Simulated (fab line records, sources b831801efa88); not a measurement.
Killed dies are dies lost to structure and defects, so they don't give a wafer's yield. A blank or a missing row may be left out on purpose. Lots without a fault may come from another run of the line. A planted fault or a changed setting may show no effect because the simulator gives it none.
Chamber matching | flow gf180mcu | GF_STI_CMP_25 on cmp-02: 3 sister chambers
The step polishes, stops on Si3N4, t overpolish 33 s, target thk 524.6 nm. 16 wafers are shown with their chamber, then 7 later ones without.

WAFERS WITH THEIR CHAMBER
wafer  | chamber | motor_current_A (A) | time_to_endpoint_s (s) | overpolish_run_s (s)
L265.2 | 0       | 12.3                | 125                    | 33.001
L265.3 | 1       | 13.7                | 123                    | 33.004
L265.4 | 2       | 10.9                | 125                    | 33.001
L266.2 | 2       | 10.5                | 127                    | 32.991
L266.4 | 0       | 13.1                | 128                    | 33.007
L266.6 | 1       | 13.9                | 120                    | 32.995
L267.1 | 2       | 11.6                | 128                    | 33.013
L267.3 | 0       | 13.9                | 119                    | 32.991
L267.5 | 1       | 14.2                | 119                    | 32.998
L270.3 | 0       | 12.8                | 126                    | 33.021
L270.5 | 2       | 11.6                | 120                    | 32.989
L270.6 | 1       | 13.8                | 123                    | 32.993
L279.2 | 0       | 13.7                | 129                    | 33.007
L279.4 | 2       | 11.6                | 126                    | 33.008
L279.5 | 0       | 13.2                | 128                    | 32.985
L280.2 | 1       | 13.7                | 125                    | 33.011

SIGNATURES (means of the wafers above)
reading            | chamber 0 | chamber 1 | chamber 2 | scatter within a chamber
motor_current_A    | 13.167    | 13.860    | 11.240    | 0.475
time_to_endpoint_s | 125.83    | 122.00    | 125.20    | 3.16
overpolish_run_s   | 33.00200  | 33.00020  | 33.00040  | 0.0106
Rule: a wafer's distance from a chamber is the root of the sum, over the readings, of the square of ((its reading less the chamber's mean) divided by the reading's scatter). The wafer belongs to the nearest chamber; if the next one is less than 2 further off, it can't be placed. The scatter: the root of (the sum of the squares of (reading less its chamber's mean) over the shown wafers, divided by (wafers less chambers)).

WAFERS WITHOUT THEIR CHAMBER
wafer  | motor_current_A (A) | time_to_endpoint_s (s) | overpolish_run_s (s)
L280.4 | 10.9                | 131                    | 33.013
L280.5 | 11.3                | 139                    | 32.987
L284.2 | 13.5                | 123                    | 32.990
L284.3 | 11.0                | 127                    | 32.987
L284.4 | 13.3                | 119                    | 33.013
L286.1 | 14.1                | 124                    | 33.008
L286.2 | 13.6                | 132                    | 32.975

WHICH CHAMBER EACH WENT THROUGH
wafer  | from the rows above     | in truth
L280.4 | 2                       | 2
L280.5 | can't be placed: 2 or 0 | 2
L284.2 | can't be placed: 1 or 0 | 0
L284.3 | 2                       | 2
L284.4 | can't be placed: 1 or 0 | 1
L286.1 | can't be placed: 1 or 0 | 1
L286.2 | can't be placed: 0 or 1 | 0
Placed correctly: 2 of 7. Can't be placed from these rows: 5 (the true chamber is among the candidates in 5). Placed wrongly: 0.
